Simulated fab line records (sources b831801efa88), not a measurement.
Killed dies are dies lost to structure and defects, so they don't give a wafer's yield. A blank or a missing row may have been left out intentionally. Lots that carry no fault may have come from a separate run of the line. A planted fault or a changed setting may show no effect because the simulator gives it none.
Chamber matching / flow sky130 / SKY_CAPM_CVD_00 on pecvd-02 has 3 sister chambers
The step deposits SiO2, target thk 15.5 nm. 6 wafers are shown with their chamber, then 11 later ones without.

WAFERS, EACH WITH ITS CHAMBER
wafer=L086.2; chamber=1; heater-power-w (W)=758
wafer=L090.6; chamber=2; heater-power-w (W)=874
wafer=L091.1; chamber=0; heater-power-w (W)=792
wafer=L091.2; chamber=2; heater-power-w (W)=793
wafer=L091.3; chamber=1; heater-power-w (W)=713
wafer=L091.4; chamber=0; heater-power-w (W)=804

WAFERS WITH NO CHAMBER GIVEN
wafer=L091.5; heater-power-w (W)=797
wafer=L091.6; heater-power-w (W)=726
wafer=L095.1; heater-power-w (W)=777
wafer=L095.2; heater-power-w (W)=800
wafer=L095.5; heater-power-w (W)=800
wafer=L095.3; heater-power-w (W)=782
wafer=L095.4; heater-power-w (W)=793
wafer=L095.6; heater-power-w (W)=776
wafer=L097.2; heater-power-w (W)=737
wafer=L097.3; heater-power-w (W)=758
wafer=L097.5; heater-power-w (W)=816

CHAMBER TAKEN BY EACH
wafer=L091.5; from the rows above=can't be placed: 0 or 2 or 1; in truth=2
wafer=L091.6; from the rows above=can't be placed: 1 or 0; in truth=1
wafer=L095.1; from the rows above=can't be placed: 0 or 1 or 2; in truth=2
wafer=L095.2; from the rows above=can't be placed: 0 or 2 or 1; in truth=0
wafer=L095.5; from the rows above=can't be placed: 0 or 2 or 1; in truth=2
wafer=L095.3; from the rows above=can't be placed: 0 or 1 or 2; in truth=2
wafer=L095.4; from the rows above=can't be placed: 0 or 2 or 1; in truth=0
wafer=L095.6; from the rows above=can't be placed: 0 or 1 or 2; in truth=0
wafer=L097.2; from the rows above=can't be placed: 1 or 0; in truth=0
wafer=L097.3; from the rows above=can't be placed: 1 or 0 or 2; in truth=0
wafer=L097.5; from the rows above=can't be placed: 2 or 0 or 1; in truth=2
Correctly placed: 0 of 11. These rows do not allow placing 11 (true chamber among the candidates in 11). Placed wrongly: 0.
How it was worked out, from the rows above alone: a wafer's distance from a chamber is the root of the sum, over the readings, of the square of ((its reading less the chamber's mean) divided by the reading's scatter). The wafer belongs to the nearest chamber; if the next one is less than 2 further off, it can't be placed. Each chamber's mean is taken over the wafers shown for it. The scatter: take each reading less its chamber's mean, square it, sum over the shown wafers, divide by the number of wafers less the number of chambers, and take the root.
